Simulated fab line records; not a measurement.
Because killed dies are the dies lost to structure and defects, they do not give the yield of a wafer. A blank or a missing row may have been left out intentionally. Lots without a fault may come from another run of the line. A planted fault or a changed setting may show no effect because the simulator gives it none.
Which of the tools did it? | flow gf180mcu | 12 lots with 36 wafers sampled at 6 steps, on a route of 602 steps

## WHAT EACH GAUGE READ, for each wafer
GF_STI_THK_MEAS_02. Usual: STI_OXIDATION_THK gives 9.96 nm (standard deviation 0.21).
lot  | measured    | on            | STI_OXIDATION_THK (nm) | flag
L740 | day 1 17:25 | film_metro-02 | 10.39 10.21 10.37      |
L741 | day 1 22:21 | film_metro-04 | 9.94 10.03 9.96        |
L742 | day 2 02:46 | film_metro-03 | 9.93 10.17 10.02       |
L746 | day 2 22:31 | film_metro-04 | 9.68 9.80 9.71         |
L748 | day 3 09:38 | film_metro-03 | 9.65 9.59 9.65         |
L749 | day 3 14:05 | film_metro-02 | 9.64 9.74 9.66         |
L750 | day 3 18:44 | film_metro-02 | 9.76 9.76 9.79         |
L752 | day 4 05:28 | film_metro-04 | 10.18 10.01 10.23      |
L756 | day 5 00:59 | film_metro-02 | 9.96 9.93 10.13        |
L758 | day 5 10:31 | film_metro-04 | 10.16 10.18 10.08      |
L760 | day 5 20:38 | film_metro-04 | 10.13 10.09 10.01      |
L761 | day 6 01:31 | film_metro-02 | 9.77 10.04 9.88        |

GF_MVSD_TW_MEAS_11. Usual: MVSD_TW gives 1575 (standard deviation 20).
lot  | measured    | on            | MVSD_TW        | flag
L740 | day 4 17:05 | film_metro-01 | 1562 1568 1563 |
L741 | day 4 23:31 | film_metro-04 | 1571 1570 1582 |
L742 | day 5 05:32 | film_metro-01 | 1555 1555 1560 |
L746 | day 6 03:46 | film_metro-04 | 1758 1753 1750 | OFF
L748 | day 6 14:59 | film_metro-03 | 1617 1615 1618 |
L749 | day 6 22:02 | film_metro-04 | 1577 1583 1590 |
L750 | day 7 01:59 | film_metro-01 | 1738 1747 1739 | OFF
L752 | day 7 15:47 | film_metro-01 | 1566 1557 1564 |
L756 | day 8 13:53 | film_metro-04 | 1569 1568 1568 |
L758 | day 8 23:46 | film_metro-04 | 1568 1568 1565 |
L760 | day 9 14:08 | film_metro-03 | 1605 1606 1609 |
L761 | day 9 19:34 | film_metro-03 | 1619 1615 1608 |

GF_VT_IMPLANT_RS_MEAS_46: the measuring method here is four-point-probe. Usual: MVSD_RS gives 456.5 ohm/sq (standard deviation 1.2).
lot  | measured     | on            | MVSD_RS (ohm/sq)  | flag
L740 | day 7 20:28  | film_metro-03 | 457.1 457.2 457.6 |
L741 | day 8 03:56  | film_metro-03 | 457.8 457.4 457.1 |
L742 | day 8 11:04  | film_metro-03 | 456.8 458.7 458.5 |
L746 | day 9 11:59  | film_metro-03 | - - -             | OFF
L748 | day 10 00:37 | film_metro-03 | 455.9 455.5 456.6 |
L749 | day 10 09:18 | film_metro-03 | 456.4 456.3 456.2 |
L750 | day 10 14:54 | film_metro-04 | - - -             | OFF
L752 | day 11 05:25 | film_metro-03 | 456.8 455.4 457.0 |
L756 | day 12 07:55 | film_metro-04 | 457.1 456.6 457.5 |
L758 | day 12 19:05 | film_metro-04 | 456.8 456.2 456.5 |
L760 | day 13 11:50 | film_metro-01 | 454.8 454.6 455.3 |
L761 | day 13 20:04 | film_metro-03 | 456.8 455.6 454.9 |

GF_DUAL_GATE_THK_MEAS_03. Usual: DUAL_GATE_OXIDATION_00_THK gives 10.96 nm (standard deviation 0.18).
lot  | measured     | on            | DUAL_GATE_OXIDATION_00_THK (nm) | flag
L740 | day 7 23:33  | film_metro-03 | 10.87 10.98 11.15               |
L741 | day 8 06:06  | film_metro-04 | 11.17 11.27 11.17               |
L742 | day 8 14:03  | film_metro-03 | 10.91 10.88 10.68               |
L746 | day 9 14:05  | film_metro-04 | 10.59 10.57 10.62               |
L748 | day 10 02:45 | film_metro-04 | 10.65 10.63 10.69               |
L749 | day 10 12:17 | film_metro-02 | 10.79 11.11 10.97               |
L750 | day 10 17:01 | film_metro-02 | 10.96 10.86 10.98               |
L752 | day 11 07:59 | film_metro-02 | 11.15 11.08 11.18               |
L756 | day 12 10:02 | film_metro-03 | 10.80 10.75 10.73               |
L758 | day 12 23:57 | film_metro-02 | 10.97 10.95 10.98               |
L760 | day 13 13:56 | film_metro-02 | 10.85 11.02 10.86               |
L761 | day 13 22:34 | film_metro-04 | 10.95 11.02 10.78               |

## EACH LOT AND THE TOOL THAT RAN IT (in order: tool; ch and the chambers of the sampled wafers; start)
lot  | GF_MVSD_IMPLANT_08             | GF_VT_IMPLANT_STRIP_20
L740 | implanter-02 ch 0, day 4 16:41 | plasma_asher-04 ch 0,1, day 6 12:58
L741 | implanter-02 ch 0, day 4 23:07 | plasma_asher-01 ch 0,1, day 6 20:22
L742 | implanter-04 ch 0, day 5 05:09 | plasma_asher-04 ch 0,1, day 7 02:28
L746 | implanter-02 ch 0, day 6 03:22 | plasma_asher-02 ch 0,1, day 8 02:50
L748 | implanter-03 ch 0, day 6 14:36 | plasma_asher-02 ch 0,1, day 8 14:34
L749 | implanter-03 ch 0, day 6 21:38 | plasma_asher-01 ch 0,1, day 8 22:40
L750 | implanter-02 ch 0, day 7 01:35 | plasma_asher-04 ch 0,1, day 9 03:22
L752 | implanter-03 ch 0, day 7 15:25 | plasma_asher-01 ch 0,1, day 9 17:00
L756 | implanter-03 ch 0, day 8 13:29 | plasma_asher-01 ch 0,1, day 10 17:22
L758 | implanter-03 ch 0, day 8 23:22 | plasma_asher-04 ch 0,1, day 11 04:19
L760 | implanter-02 ch 0, day 9 13:44 | plasma_asher-04 ch 0,1, day 11 21:10
L761 | implanter-02 ch 0, day 9 19:10 | plasma_asher-02 ch 1, day 12 03:40
- GF_MVSD_IMPLANT_08
- GF_VT_IMPLANT_STRIP_20: strips in O2/N2.

## AS READ BY THE TOOLS THEMSELVES (means over the sampled wafers that have a number; for cases with no such wafer, the mark the record gives instead)
GF_MVSD_IMPLANT_08. Usual: beam_on_s 9.98 s, standard deviation 0.22; tilt_deg 0.000 degrees, standard deviation 0.018.
lot  | tool         | beam_on_s (s) | tilt_deg (degrees) | flag
L740 | implanter-02 | 9.99          | -0.008             |
L741 | implanter-02 | 9.94          | 0.014              |
L742 | implanter-04 | 10.01         | 0.004              |
L746 | implanter-02 | 9.99          | 11.982             | OFF
L748 | implanter-03 | 10.01         | 0.008              |
L749 | implanter-03 | 10.18         | -0.006             |
L750 | implanter-02 | 9.80          | 11.976             | OFF
L752 | implanter-03 | 9.99          | -0.007             |
L756 | implanter-03 | 9.70          | 0.008              |
L758 | implanter-03 | 10.27         | 0.007              |
L760 | implanter-02 | 10.12         | -0.023             |
L761 | implanter-02 | 9.84          | 0.019              |

GF_VT_IMPLANT_STRIP_20. Usual: drypump_motor_current_A 5.77 A, standard deviation 0.23; heater_power_w 318 W, standard deviation 37; oes_product_au 0.716 a.u., standard deviation 0.0048; strip_time_to_endpoint_s 12.61 s, standard deviation 0.037.
lot  | tool            | drypump_motor_current_A (A) | heater_power_w (W) | oes_product_au (a.u.) | strip_time_to_endpoint_s (s) | flag
L740 | plasma_asher-04 | 5.91                        | 299                | 0.714                 | 12.60                        |
L741 | plasma_asher-01 | 5.80                        | 338                | 0.713                 | 12.68                        |
L742 | plasma_asher-04 | 6.08                        | 272                | 0.718                 | 12.65                        |
L746 | plasma_asher-02 | 5.59                        | 314                | 0.717                 | 12.54                        |
L748 | plasma_asher-02 | 5.60                        | 314                | 0.714                 | 12.59                        |
L749 | plasma_asher-01 | 5.70                        | 352                | 0.717                 | 12.61                        |
L750 | plasma_asher-04 | 6.07                        | 265                | 0.714                 | 12.57                        |
L752 | plasma_asher-01 | 5.66                        | 350                | 0.713                 | 12.61                        |
L756 | plasma_asher-01 | 5.78                        | 334                | 0.718                 | 12.56                        |
L758 | plasma_asher-04 | 5.89                        | 298                | 0.718                 | 12.63                        |
L760 | plasma_asher-04 | 5.87                        | 292                | 0.721                 | 12.60                        |
L761 | plasma_asher-02 | 5.59                        | 310                | 0.714                 | 12.65                        |

## THE ANSWER, worked out from the rows above alone
Rule: lot off if the mean of its wafers having a number is beyond 3 standard deviations from the usual mean. A lot without any number at a reading at which 4 lots or more have one is off too. All remaining lots with rows at the step are treated as sound. Order of review: gauges by route order, followed by the tools' own readings, for which a lot's mean as printed above is used. At the first step where some lot is off, the reading lying furthest off is the one used; lots without a number count as furthest.
Off: L746, L750, seen at GF_MVSD_TW_MEAS_11 (MVSD_TW).
If a tool, at a process step before that reading, ran all the lots that are off and no sound lot after the first of them, it fits. The gauges at GF_MVSD_TW_MEAS_11 aren't tried: what is off there is off at GF_MVSD_IMPLANT_08 too, on other tools, and a gauge's error can't cause that. Not one of the candidates tried fits.

## WHAT THE SIMULATOR HAD PUT IN
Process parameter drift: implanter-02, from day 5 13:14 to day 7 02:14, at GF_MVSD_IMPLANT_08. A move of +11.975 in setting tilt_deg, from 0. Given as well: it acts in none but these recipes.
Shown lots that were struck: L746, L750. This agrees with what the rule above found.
